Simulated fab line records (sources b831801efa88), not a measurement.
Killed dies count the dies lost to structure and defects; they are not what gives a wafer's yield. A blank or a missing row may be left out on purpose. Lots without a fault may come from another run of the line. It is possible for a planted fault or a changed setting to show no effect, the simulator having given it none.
Which tool did it? | flow gf180mcu | 39 wafers from 13 lots sampled at 6 of the route's 602 steps

WHAT THE GAUGES READ, wafer by wafer
GF_CONTACT_OVL_MEAS_15.
lot  | measured     | on         | CONTACT_OVL (nm)
L112 | day 15 20:11 | overlay-02 | 3 2 -2
L114 | day 16 18:11 | overlay-02 | -4 -7 1
L115 | day 17 03:23 | overlay-02 | 3 1 -5
L118 | day 18 19:40 | overlay-02 | 6 0 2
L120 | day 19 05:51 | overlay-02 | -2 -1 -2
L121 | day 19 14:26 | overlay-02 | 4 0 -1
L122 | day 19 20:02 | overlay-02 | -10 -2 -7
L124 | day 20 16:16 | overlay-02 | 6 4 6
L125 | day 20 23:30 | overlay-02 | 0 -7 1
L127 | day 22 03:20 | overlay-02 | 2 -1 0
L129 | day 22 10:46 | overlay-02 | -5 4 -4
L131 | day 23 03:23 | overlay-02 | 6 5 1
L135 | day 24 04:09 | overlay-02 | 0 5 7

GF_CONTACT_RS_MEAS_25: the measuring method here is four-point-probe.
lot  | measured     | on            | CONTACT_W_RS (ohm/sq)
L112 | day 15 20:55 | film metro-04 | 0.380 0.389 0.389
L114 | day 16 18:53 | film metro-04 | 0.382 0.383 0.381
L115 | day 17 04:04 | film metro-03 | 0.387 0.383 0.385
L118 | day 18 20:23 | film metro-04 | 0.389 0.387 0.383
L120 | day 19 06:34 | film metro-02 | 0.384 0.393 0.387
L121 | day 19 15:11 | film metro-03 | 0.384 0.384 0.389
L122 | day 19 20:49 | film metro-04 | 0.384 0.385 0.380
L124 | day 20 16:58 | film metro-03 | 0.383 0.384 0.384
L125 | day 21 00:14 | film metro-04 | 0.380 0.383 0.383
L127 | day 22 04:02 | film metro-02 | 0.344 0.387 0.344
L129 | day 22 11:36 | film metro-02 | 0.381 0.382 0.337
L131 | day 23 04:13 | film metro-02 | 0.377 0.380 0.378
L135 | day 24 04:52 | film metro-02 | 0.386 0.385 0.382

GF_CONTACT_THK_MEAS_26: measures by xrf.
lot  | measured     | on            | CONTACT_W_THK (nm)
L112 | day 15 21:01 | film metro-04 | 300 292 292
L114 | day 16 19:01 | film metro-04 | 300 297 299
L115 | day 17 04:11 | film metro-03 | 299 302 300
L118 | day 18 20:30 | film metro-04 | 294 295 299
L120 | day 19 06:41 | film metro-02 | 299 292 296
L121 | day 19 15:17 | film metro-03 | 305 301 298
L122 | day 19 20:54 | film metro-04 | 298 297 302
L124 | day 20 17:05 | film metro-03 | 302 301 303
L125 | day 21 00:20 | film metro-04 | 297 295 296
L127 | day 22 04:09 | film metro-02 | 334 299 336
L129 | day 22 11:41 | film metro-02 | 302 302 342
L131 | day 23 04:19 | film metro-02 | 304 302 303
L135 | day 24 04:59 | film metro-02 | 300 300 303

WHAT TOOL EACH LOT RAN ON (gives the tool, then ch and the chambers of the sampled wafers, and finally the start)
lot  | GF_CONTACT_SPUTTER_22        | GF_CONTACT_SPUTTER_23        | GF_CONTACT_CVD_24
L112 | pvd sputter-04, day 15 20:41 | pvd sputter-04, day 15 20:44 | cvd w-02 ch 0,1, day 15 20:49
L114 | pvd sputter-04, day 16 18:41 | pvd sputter-04, day 16 18:45 | cvd w-02 ch 0,1, day 16 18:47
L115 | pvd sputter-01, day 17 03:52 | pvd sputter-01, day 17 03:56 | cvd w-01 ch 1, day 17 03:58
L118 | pvd sputter-03, day 18 20:11 | pvd sputter-03, day 18 20:14 | cvd w-01 ch 0,1, day 18 20:17
L120 | pvd sputter-03, day 19 06:22 | pvd sputter-03, day 19 06:25 | cvd w-02 ch 0,1, day 19 06:28
L121 | pvd sputter-01, day 19 14:56 | pvd sputter-01, day 19 15:00 | cvd w-02 ch 0,1, day 19 15:04
L122 | pvd sputter-03, day 19 20:33 | pvd sputter-03, day 19 20:37 | cvd w-01 ch 0,1, day 19 20:41
L124 | pvd sputter-03, day 20 16:46 | pvd sputter-03, day 20 16:50 | cvd w-01 ch 0,1, day 20 16:52
L125 | pvd sputter-01, day 21 00:01 | pvd sputter-01, day 21 00:04 | cvd w-02 ch 0, day 21 00:07
L127 | pvd sputter-03, day 22 03:49 | pvd sputter-03, day 22 03:53 | cvd w-02 ch 0,1, day 22 03:55
L129 | pvd sputter-01, day 22 11:20 | pvd sputter-01, day 22 11:24 | cvd w-02 ch 0,1, day 22 11:29
L131 | pvd sputter-03, day 23 03:59 | pvd sputter-03, day 23 04:02 | cvd w-01 ch 0,1, day 23 04:07
L135 | pvd sputter-04, day 24 04:40 | pvd sputter-04, day 24 04:43 | cvd w-01 ch 0,1, day 24 04:46
- GF_CONTACT_SPUTTER_22: material Ti, target thk 15 nm, time 80.02 s.
- GF_CONTACT_SPUTTER_23: material TiN, target thk 10 nm, time 40 s.
- GF_CONTACT_CVD_24: deposits W, target thk 300 nm, time 90.339 s.

WHAT THE TOOLS THEMSELVES READ (means of the sampled wafers that have a number; where no wafer has one, the mark that the record gives instead)
GF_CONTACT_SPUTTER_22.
lot  | tool           | chamber pressure pa (Pa) | throttle valve pct (%)
L112 | pvd sputter-04 | 5.009                    | 29.8
L114 | pvd sputter-04 | 4.993                    | 30.2
L115 | pvd sputter-01 | 5.004                    | 30.5
L118 | pvd sputter-03 | 4.988                    | 30.5
L120 | pvd sputter-03 | 4.999                    | 29.6
L121 | pvd sputter-01 | 5.000                    | 30.3
L122 | pvd sputter-03 | 4.999                    | 30.3
L124 | pvd sputter-03 | 4.999                    | 30.6
L125 | pvd sputter-01 | 5.001                    | 30.1
L127 | pvd sputter-03 | 5.017                    | 30.6
L129 | pvd sputter-01 | 4.995                    | 30.5
L131 | pvd sputter-03 | 4.999                    | 30.6
L135 | pvd sputter-04 | 5.000                    | 30.0

GF_CONTACT_SPUTTER_23.
lot  | tool           | chamber pressure pa (Pa) | throttle valve pct (%)
L112 | pvd sputter-04 | 5.000                    | 29.9
L114 | pvd sputter-04 | 5.011                    | 30.3
L115 | pvd sputter-01 | 4.994                    | 30.5
L118 | pvd sputter-03 | 4.999                    | 30.2
L120 | pvd sputter-03 | 5.006                    | 29.8
L121 | pvd sputter-01 | 5.004                    | 30.4
L122 | pvd sputter-03 | 4.994                    | 30.3
L124 | pvd sputter-03 | 4.998                    | 30.5
L125 | pvd sputter-01 | 5.008                    | 30.2
L127 | pvd sputter-03 | 4.992                    | 30.4
L129 | pvd sputter-01 | 5.003                    | 30.5
L131 | pvd sputter-03 | 4.993                    | 30.6
L135 | pvd sputter-04 | 4.996                    | 29.9

GF_CONTACT_CVD_24.
lot  | tool     | heater power w (W)
L112 | cvd w-02 | 894
L114 | cvd w-02 | 864
L115 | cvd w-01 | 886
L118 | cvd w-01 | 822
L120 | cvd w-02 | 883
L121 | cvd w-02 | 877
L122 | cvd w-01 | 823
L124 | cvd w-01 | 818
L125 | cvd w-02 | 872
L127 | cvd w-02 | 893
L129 | cvd w-02 | 880
L131 | cvd w-01 | 827
L135 | cvd w-01 | 827

THE ANSWER, worked out from the rows above alone
Rule: the usual values come from the lots themselves. The widest of any qualifying gaps counts: lots, ordered by their means at a reading, are off when they make up no more than a third of the lots, leave a main group of 4 or more, and stand apart from it by 3 or more times the standard deviation of that group's means. The tables above print the reading to a certain number of digits; a main group whose means all agree to those digits is not used. Also off: a lot with no number at a reading for which 4 or more lots have one. All remaining lots with rows at the step are treated as sound. Order of review: gauges by route order, followed by the tools' own readings, for which a lot's mean as printed above is used. At the first step where some lot is off, the reading lying furthest off is the one used; lots without a number count as furthest.
Off: at GF_CONTACT_RS_MEAS_25 (CONTACT_W_RS), L127, L129. For the main group the mean is 0.384 ohm/sq and the standard deviation 0.0025.
A tool fits if, at a process step before that reading, it ran every lot that is off, and no sound lot after the first of them. Those tools and the gauges at GF_CONTACT_RS_MEAS_25 are tried in the same way. One fits: cvd w-02 at GF_CONTACT_CVD_24. Its last sound lot is L125 (day 21 00:07), its first lot that is off L127 (day 22 03:55): a fault that began between those two fits.

WHAT THE SIMULATOR PUT IN
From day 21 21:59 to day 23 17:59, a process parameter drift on cvd w-02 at GF_CONTACT_CVD_24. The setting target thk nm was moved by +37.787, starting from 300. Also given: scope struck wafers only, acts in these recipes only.
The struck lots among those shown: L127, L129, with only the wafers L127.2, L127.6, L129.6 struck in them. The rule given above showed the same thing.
